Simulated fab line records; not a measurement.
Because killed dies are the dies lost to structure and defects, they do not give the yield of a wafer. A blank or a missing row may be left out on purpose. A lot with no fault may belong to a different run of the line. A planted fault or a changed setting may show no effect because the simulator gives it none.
Commonality check across tools ; flow sky130 ; 11 lots, 33 wafers sampled

REASON IT WAS OPENED
Of 11 lots, 3 have the reading VT_ADJUST_HVTR_TW flagged at SKY_VT_ADJUST_HVTR_TW_MEAS_11. Fault-free wafers read 210.9, with a standard deviation of 1.1.
Rule: flag the lot when none of its wafers has a number, or when each of its wafers that has one lies beyond 4 standard deviations from that mean. As for the other lots, they are considered sound.

lot;measured;on;VT_ADJUST_HVTR_TW, wafer by wafer;flag
L680;day 9 11:05;film-metro-01;208.6 209.5 210.0;
L681;day 9 19:46;film-metro-04;211.9 213.0 211.8;
L683;day 10 09:23;film-metro-03;209.7 211.0 210.8;
L685;day 11 00:22;film-metro-03;179.0 179.2 179.1;FLAGGED
L687;day 11 15:26;film-metro-01;179.8 178.8 179.0;FLAGGED
L690;day 12 04:40;film-metro-03;179.3 178.1 178.7;FLAGGED
L696;day 14 14:40;film-metro-03;210.8 209.9 210.4;
L697;day 14 22:02;film-metro-01;208.7 210.2 209.3;
L698;day 15 08:02;film-metro-01;209.6 211.5 210.3;
L701;day 16 14:11;film-metro-04;212.6 212.9 212.5;
L702;day 16 23:23;film-metro-03;211.5 211.8 212.1;
The numbers of the flagged lots are 179.0 on average: -31.9 against the usual, or -29 standard deviations.

WHICH TOOL RAN EACH LOT
The record holds 3 process steps before the reading, out of a route of 708 steps. Cell contents, in order: the tool; ch with the chambers the sampled wafers went through; the start.
lot;flag;SKY_DNWELL_STRIP_08;SKY_VT_ADJUST_LVTN_STRIP_20;SKY_VT_ADJUST_HVTR_IMPLANT_09
L680;;plasma-asher-04 ch 0,1, day 3 05:43;plasma-asher-04 ch 0,1, day 7 16:29;implanter-03 ch 0, day 9 10:53
L681;;plasma-asher-03 ch 0,1, day 3 10:54;plasma-asher-01 ch 0,1, day 8 00:20;implanter-04 ch 0, day 9 19:34
L683;;plasma-asher-04 ch 0,1, day 3 22:23;plasma-asher-03 ch 0,1, day 8 14:07;implanter-03 ch 0, day 10 09:08
L685;FLAGGED;plasma-asher-01 ch 0,1, day 4 09:23;plasma-asher-01 ch 0,1, day 9 04:34;implanter-03 ch 0, day 11 00:08
L687;FLAGGED;plasma-asher-04 ch 0,1, day 4 19:34;plasma-asher-04 ch 0,1, day 9 17:13;implanter-03 ch 0, day 11 15:11
L690;FLAGGED;plasma-asher-01 ch 0,1, day 5 06:49;plasma-asher-04 ch 0,1, day 10 07:07;implanter-03 ch 0, day 12 04:25
L696;;plasma-asher-04 ch 0,1, day 7 01:02;plasma-asher-03 ch 0,1, day 12 12:28;implanter-01 ch 0, day 14 14:25
L697;;plasma-asher-04 ch 0,1, day 7 06:19;plasma-asher-01 ch 0,1, day 12 19:46;implanter-03 ch 0, day 14 21:47
L698;;plasma-asher-04 ch 0,1, day 7 12:58;plasma-asher-04 ch 0,1, day 13 03:10;implanter-04 ch 0, day 15 07:47
L701;;plasma-asher-03 ch 0, day 8 12:59;plasma-asher-03 ch 0,1, day 14 08:10;implanter-04 ch 0, day 16 13:56
L702;;plasma-asher-01 ch 0,1, day 8 19:04;plasma-asher-04 ch 0,1, day 14 16:41;implanter-03 ch 0, day 16 23:10
What is done by these steps:
- SKY_DNWELL_STRIP_08: strips in O2/N2.
- SKY_VT_ADJUST_LVTN_STRIP_20: strips in O2/N2.
- SKY_VT_ADJUST_HVTR_IMPLANT_09
- SKY_VT_ADJUST_HVTR_TW_MEAS_11

FLAGGED OVER TOTAL, TOOL BY TOOL (the gauges that took the reading come last)
step;tool;lots run;flagged;share of the flagged lots;sound lots run after its first flagged lot
SKY_DNWELL_STRIP_08;plasma-asher-01;3;2;some;1 (L702)
SKY_DNWELL_STRIP_08;plasma-asher-03;2;0;none;-
SKY_DNWELL_STRIP_08;plasma-asher-04;6;1;some;3 (L696,L697,L698)
SKY_VT_ADJUST_LVTN_STRIP_20;plasma-asher-01;3;1;some;1 (L697)
SKY_VT_ADJUST_LVTN_STRIP_20;plasma-asher-03;3;0;none;-
SKY_VT_ADJUST_LVTN_STRIP_20;plasma-asher-04;5;2;some;2 (L698,L702)
SKY_VT_ADJUST_HVTR_IMPLANT_09;implanter-01;1;0;none;-
SKY_VT_ADJUST_HVTR_IMPLANT_09;implanter-03;7;3;all;2 (L697,L702)
SKY_VT_ADJUST_HVTR_IMPLANT_09;implanter-04;3;0;none;-
SKY_VT_ADJUST_HVTR_TW_MEAS_11;film-metro-01;4;1;some;2 (L697,L698)
SKY_VT_ADJUST_HVTR_TW_MEAS_11;film-metro-03;5;2;some;2 (L696,L702)
SKY_VT_ADJUST_HVTR_TW_MEAS_11;film-metro-04;2;0;none;-

WHAT THE TABLE ALLOWS
In the table, 1 row covers all flagged lots: implanter-03 at SKY_VT_ADJUST_HVTR_IMPLANT_09.
- implanter-03 at SKY_VT_ADJUST_HVTR_IMPLANT_09 ran 7 lots, 3 of them flagged. After the first flagged lot (L697, L702), sound lots still ran on it; a lasting fault on the whole tool would not permit that. Its own readings lie more than 4 standard deviations out on every wafer of the flagged lots: dose-ions-cm2, faraday-current-uA.
No row of the table ran every flagged lot and no sound lot after the first.

WHAT THE SIMULATOR HAD PUT IN
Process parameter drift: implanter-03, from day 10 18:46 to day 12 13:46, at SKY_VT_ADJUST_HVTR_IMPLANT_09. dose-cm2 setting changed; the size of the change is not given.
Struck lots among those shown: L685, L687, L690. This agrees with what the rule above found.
